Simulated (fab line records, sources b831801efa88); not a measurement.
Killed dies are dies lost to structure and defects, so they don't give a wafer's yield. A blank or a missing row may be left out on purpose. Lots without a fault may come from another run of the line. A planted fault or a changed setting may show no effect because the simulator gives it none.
Chamber matching | flow sky130 | SKY_LI_CONTACT_CMP_02 on cmp-02: 4 sister chambers
The step polishes PSG. 42 wafers are shown with their chamber, then 12 later ones without.

WAFERS WITH THEIR CHAMBER
wafer  | chamber | motor_current_A (A) | time_to_endpoint_s (s) | edge_zone_pressure_frac
L074.2 | 1       | 11.6                | 33.8                   | 0.992
L074.4 | 0       | 12.9                | 29.6                   | 1.006
L074.6 | 2       | 15.0                | 32.4                   | 0.996
L075.2 | 1       | 12.8                | 33.2                   | 0.997
L075.4 | 0       | 13.3                | 31.9                   | 1.002
L075.6 | 2       | 14.6                | 30.6                   | 1.012
L076.2 | 3       | 12.6                | 31.6                   | 0.997
L076.3 | 2       | 14.5                | 29.6                   | 1.000
L076.5 | 1       | 12.6                | 30.3                   | 0.991
L077.1 | 3       | 12.1                | 34.5                   | 1.009
L077.3 | 2       | 13.9                | 32.8                   | 1.001
L077.5 | 2       | 14.4                | 33.6                   | 0.995
L079.2 | 1       | 12.3                | 32.5                   | 1.006
L079.3 | 2       | 15.1                | 28.6                   | 1.004
L079.6 | 1       | 12.0                | 30.7                   | 1.009
L080.1 | 3       | 13.1                | 30.4                   | 1.007
L080.4 | 1       | 12.3                | 29.0                   | 0.995
L080.5 | 3       | 11.9                | 30.3                   | 1.009
L081.3 | 2       | 14.4                | 30.0                   | 0.996
L081.5 | 1       | 12.5                | 32.4                   | 1.009
L081.6 | 0       | 13.0                | 30.8                   | 0.995
L082.1 | 2       | 14.7                | 28.3                   | 1.002
L082.2 | 0       | 13.3                | 28.7                   | 1.000
L082.4 | 3       | 12.2                | 33.1                   | 1.004
L083.2 | 2       | 14.3                | 32.8                   | 0.995
L083.4 | 1       | 12.2                | 35.3                   | 0.998
L083.5 | 3       | 11.6                | 35.6                   | 0.999
L084.3 | 0       | 14.2                | 34.7                   | 0.997
L084.4 | 3       | 11.9                | 32.1                   | 1.008
L084.5 | 0       | 14.0                | 30.7                   | 0.998
L085.2 | 3       | 11.7                | 34.2                   | 0.992
L085.3 | 1       | 11.9                | 32.3                   | 1.011
L085.4 | 0       | 13.7                | 31.1                   | 0.991
L086.1 | 2       | 14.3                | 31.5                   | 0.998
L086.2 | 1       | 12.2                | 34.4                   | 0.995
L086.3 | 0       | 14.1                | 33.8                   | 1.002
L090.2 | 2       | 14.8                | 29.9                   | 0.998
L090.3 | 1       | 12.1                | 32.0                   | 0.999
L090.4 | 0       | 14.1                | 29.8                   | 1.000
L092.1 | 1       | 12.0                | 30.8                   | 1.003
L092.3 | 2       | 14.6                | 31.0                   | 0.998
L092.6 | 3       | 12.2                | 32.6                   | 0.999

SIGNATURES (means of the wafers above)
reading                 | chamber 0 | chamber 1 | chamber 2 | chamber 3 | scatter within a chamber
motor_current_A         | 13.622    | 12.208    | 14.550    | 12.144    | 0.403
time_to_endpoint_s      | 31.233    | 32.225    | 30.925    | 32.711    | 1.82
edge_zone_pressure_frac | 0.99900   | 1.00042   | 0.99958   | 1.00267   | 0.00573
Rule: a wafer's distance from a chamber is the root of the sum, over the readings, of the square of ((its reading less the chamber's mean) divided by the reading's scatter). The wafer belongs to the nearest chamber; if the next one is less than 2 further off, it can't be placed. The scatter: the root of (the sum of the squares of (reading less its chamber's mean) over the shown wafers, divided by (wafers less chambers)).

WAFERS WITHOUT THEIR CHAMBER
wafer  | motor_current_A (A) | time_to_endpoint_s (s) | edge_zone_pressure_frac
L093.1 | 13.9                | 32.0                   | 1.002
L093.2 | 13.0                | 31.1                   | 1.000
L093.4 | 12.4                | 35.3                   | 1.002
L095.3 | 13.4                | 32.8                   | 1.009
L095.4 | 12.4                | 33.7                   | 1.004
L095.5 | 14.3                | 29.8                   | 0.993
L096.1 | 12.5                | 34.4                   | 0.984
L096.4 | 14.3                | 30.7                   | 1.005
L096.6 | 14.8                | 33.4                   | 1.005
L097.2 | 13.6                | 29.8                   | 0.998
L097.5 | 12.0                | 36.5                   | 1.008
L097.6 | 14.3                | 35.4                   | 1.006

WHICH CHAMBER EACH WENT THROUGH
wafer  | from the rows above               | in truth
L093.1 | can't be placed: 0 or 2           | 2
L093.2 | can't be placed: 0 or 1 or 3      | 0
L093.4 | can't be placed: 3 or 1           | 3
L095.3 | can't be placed: 0 or 3 or 1 or 2 | 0
L095.4 | can't be placed: 3 or 1           | 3
L095.5 | can't be placed: 2 or 0           | 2
L096.1 | can't be placed: 1 or 3 or 0      | 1
L096.4 | can't be placed: 2 or 0           | 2
L096.6 | can't be placed: 2 or 0           | 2
L097.2 | can't be placed: 0 or 2           | 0
L097.5 | can't be placed: 3 or 1           | 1
L097.6 | can't be placed: 2 or 0           | 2
Placed correctly: 0 of 12. Can't be placed from these rows: 12 (the true chamber is among the candidates in 12). Placed wrongly: 0.
